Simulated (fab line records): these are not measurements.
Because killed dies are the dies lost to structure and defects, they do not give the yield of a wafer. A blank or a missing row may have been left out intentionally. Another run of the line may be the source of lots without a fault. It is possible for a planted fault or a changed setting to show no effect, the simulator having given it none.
Which tool was responsible? | flow sky130 | 12 lots, 36 wafers sampled, at 5 steps of a route of 708

== WHAT EACH GAUGE READ, for each wafer ==
SKY_FIELD_ISO_THK_MEAS_02.
lot  | measured    | on           | FIELD_ISO_OXIDATION_00_THK (nm)
L281 | day 1 16:38 | filmMetro-04 | 12.06 12.15 12.02
L282 | day 1 22:13 | filmMetro-03 | 11.90 11.94 11.99
L283 | day 2 02:38 | filmMetro-03 | 11.99 12.32 12.13
L284 | day 2 07:44 | filmMetro-03 | 12.13 12.19 12.24
L286 | day 2 21:26 | filmMetro-02 | 12.30 12.28 12.32
L288 | day 3 05:05 | filmMetro-04 | 11.70 11.39 11.42
L289 | day 3 10:25 | filmMetro-02 | 11.59 11.76 11.54
L291 | day 4 01:59 | filmMetro-04 | 11.90 11.75 11.84
L294 | day 4 13:02 | filmMetro-02 | 12.04 11.99 11.97
L295 | day 4 15:27 | filmMetro-02 | 11.96 12.19 12.09
L296 | day 4 19:39 | filmMetro-02 | 12.03 12.09 11.98
L301 | day 5 21:46 | filmMetro-02 | 11.58 11.91 11.94

SKY_NWELL_THK_MEAS_02.
lot  | measured    | on           | NWELL_OXIDATION_THK (nm)
L281 | day 2 23:59 | filmMetro-02 | 10.21 10.04 10.14
L282 | day 3 11:27 | filmMetro-02 | 10.04 10.10 9.86
L283 | day 3 14:31 | filmMetro-04 | 9.55 9.65 9.60
L284 | day 3 14:32 | filmMetro-01 | 9.67 9.77 9.76
L286 | day 4 08:46 | filmMetro-02 | 10.01 10.17 10.04
L288 | day 4 13:57 | filmMetro-04 | 9.78 9.87 9.84
L289 | day 4 13:56 | filmMetro-02 | 10.02 10.24 10.00
L291 | day 5 05:43 | filmMetro-04 | 9.97 9.71 9.87
L294 | day 5 16:41 | filmMetro-01 | 10.40 10.32 10.31
L295 | day 5 20:29 | filmMetro-01 | 9.87 9.99 10.05
L296 | day 5 23:09 | filmMetro-02 | 10.30 10.38 10.26
L301 | day 7 02:46 | filmMetro-04 | 10.07 10.12 10.19

SKY_NWELL_RS_MEAS_29: uses a four-point probe to measure.
lot  | measured     | on           | NWELL_RS (ohm/sq)
L281 | day 5 17:34  | filmMetro-04 | 620.3 621.0 618.6
L282 | day 6 06:13  | filmMetro-02 | 619.3 621.3 619.5
L283 | day 6 10:23  | filmMetro-04 | 619.3 620.1 621.2
L284 | day 6 10:03  | filmMetro-01 | 619.9 618.9 619.7
L286 | day 7 09:16  | filmMetro-02 | 625.5 621.5 622.8
L288 | day 7 16:00  | filmMetro-02 | 623.1 624.2 622.8
L289 | day 7 16:59  | filmMetro-01 | 622.1 619.3 621.4
L291 | day 8 10:13  | filmMetro-02 | 620.9 622.2 621.0
L294 | day 8 23:16  | filmMetro-02 | 617.1 615.4 614.5
L295 | day 9 03:21  | filmMetro-04 | 615.4 614.2 612.8
L296 | day 9 06:51  | filmMetro-02 | 618.5 619.6 618.3
L301 | day 10 14:49 | filmMetro-02 | 622.8 620.3 621.9

== TOOL THAT RAN EACH LOT (tool first, then ch and the chambers of the sampled wafers, then the start) ==
lot  | SKY_FIELD_ISO_STRIP_16             | SKY_NWELL_IMPLANT_13
L281 | plasmaAsher-03 ch 0, day 2 10:06   | implanter-01 ch 0, day 4 22:30
L282 | plasmaAsher-01 ch 0,1, day 2 15:59 | implanter-03 ch 0, day 5 12:13
L283 | plasmaAsher-03 ch 0,1, day 2 21:06 | implanter-01 ch 0, day 5 15:45
L284 | plasmaAsher-01 ch 0,1, day 3 01:00 | implanter-03 ch 0, day 5 15:27
L286 | plasmaAsher-03 ch 0,1, day 3 13:42 | implanter-01 ch 0, day 6 13:32
L288 | plasmaAsher-03 ch 0,1, day 3 21:27 | implanter-03 ch 0, day 6 20:01
L289 | plasmaAsher-01 ch 0,1, day 4 04:03 | implanter-01 ch 0, day 6 20:20
L291 | plasmaAsher-01 ch 0,1, day 4 21:51 | implanter-02 ch 0, day 7 14:02
L294 | plasmaAsher-02 ch 0,1, day 5 08:14 | implanter-01 ch 0, day 8 02:23
L295 | plasmaAsher-03 ch 0,1, day 5 10:56 | implanter-01 ch 0, day 8 06:41
L296 | plasmaAsher-02 ch 0,1, day 5 16:20 | implanter-01 ch 0, day 8 09:14
L301 | plasmaAsher-03 ch 0,1, day 6 20:41 | implanter-03 ch 0, day 9 16:25
- SKY_FIELD_ISO_STRIP_16: strips in O2/N2.
- SKY_NWELL_IMPLANT_13

== WHAT THE TOOLS THEMSELVES READ (means of the sampled wafers that have a number; where no wafer has one, the mark that the record gives instead) ==
SKY_FIELD_ISO_STRIP_16.
lot  | tool           | drypumpMotorCurrentA (A) | oesProductAu (a.u.) | stripTimeToEndpointS (s)
L281 | plasmaAsher-03 | 5.3                      | 0.379               | 3.544
L282 | plasmaAsher-01 | 5.5                      | 0.380               | 3.545
L283 | plasmaAsher-03 | 5.5                      | 0.377               | 3.554
L284 | plasmaAsher-01 | 5.2                      | 0.377               | 3.519
L286 | plasmaAsher-03 | 5.7                      | 0.374               | 3.546
L288 | plasmaAsher-03 | 5.7                      | 0.376               | 3.536
L289 | plasmaAsher-01 | 5.2                      | 0.379               | 3.559
L291 | plasmaAsher-01 | 5.2                      | 0.382               | 3.563
L294 | plasmaAsher-02 | 5.2                      | 0.382               | 3.585
L295 | plasmaAsher-03 | 5.5                      | 0.381               | 3.538
L296 | plasmaAsher-02 | 5.3                      | 0.376               | 3.574
L301 | plasmaAsher-03 | 5.5                      | 0.377               | 3.538

SKY_NWELL_IMPLANT_13.
lot  | tool         | beamEnergyKeV | beamOnS (s) | faradayCurrentUA
L281 | implanter-01 | 49.994        | 9.94        | 3.97
L282 | implanter-03 | 49.981        | 10.02       | 3.94
L283 | implanter-01 | 49.998        | 9.99        | 3.94
L284 | implanter-03 | 50.036        | 9.86        | 4.00
L286 | implanter-01 | 50.009        | 9.92        | 3.97
L288 | implanter-03 | 49.986        | 9.96        | 3.96
L289 | implanter-01 | 49.984        | 9.98        | 3.95
L291 | implanter-02 | 49.995        | 10.18       | 3.88
L294 | implanter-01 | 50.022        | 12.50       | 3.16
L295 | implanter-01 | 49.995        | 12.16       | 3.25
L296 | implanter-01 | 50.002        | 12.52       | 3.15
L301 | implanter-03 | 49.978        | 10.04       | 3.93

== THE ANSWER, worked out from the rows above alone ==
Rule: usual is defined by the lots themselves. The widest of any qualifying gaps counts: lots, ordered by their means at a reading, are off when they make up no more than a third of the lots, leave a main group of 4 or more, and stand apart from it by 3 or more times the standard deviation of that group's means. A main group whose means are all the same, to the digits that the tables above print for the reading, isn't used. Also off: a lot with no number at a reading for which 4 or more lots have one. The other lots that the step has rows for count as sound. The gauges are gone through in route order, then the tools' own readings, and for those a lot's mean is taken as printed above. The first step at which some lot is off is used, and at that step the reading that is off furthest; a lot without a number counts as furthest.
Off, at SKY_NWELL_IMPLANT_13 on beamOnS: L294, L295, L296. For the main group the mean is 9.99 s and the standard deviation 0.085.
If a tool, at that step or one of the process steps before it, ran each lot that is off and ran no sound lot following the first of them, it fits. One fits: SKY_NWELL_IMPLANT_13 on implanter-01. A fault onset in the window from L289 (day 6 20:20, its last sound lot) to L294 (day 8 02:23, its first lot off) fits.
The tool's own readings at SKY_NWELL_IMPLANT_13 bear it out: on the lots that are off they differ by more than 5 times the standard deviation of the sound lots' means. beamOnS reads 12.39 s there against 9.99 s on the sound lots; faradayCurrentUA reads 3.19 there against 3.95 on the sound lots.

== WHAT THE SIMULATOR HAD PUT IN ==
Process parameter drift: implanter-01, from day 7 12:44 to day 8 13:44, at SKY_NWELL_IMPLANT_13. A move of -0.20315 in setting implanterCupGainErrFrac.
Lots struck among those shown: L294, L295, L296. The rule given above showed the same thing.
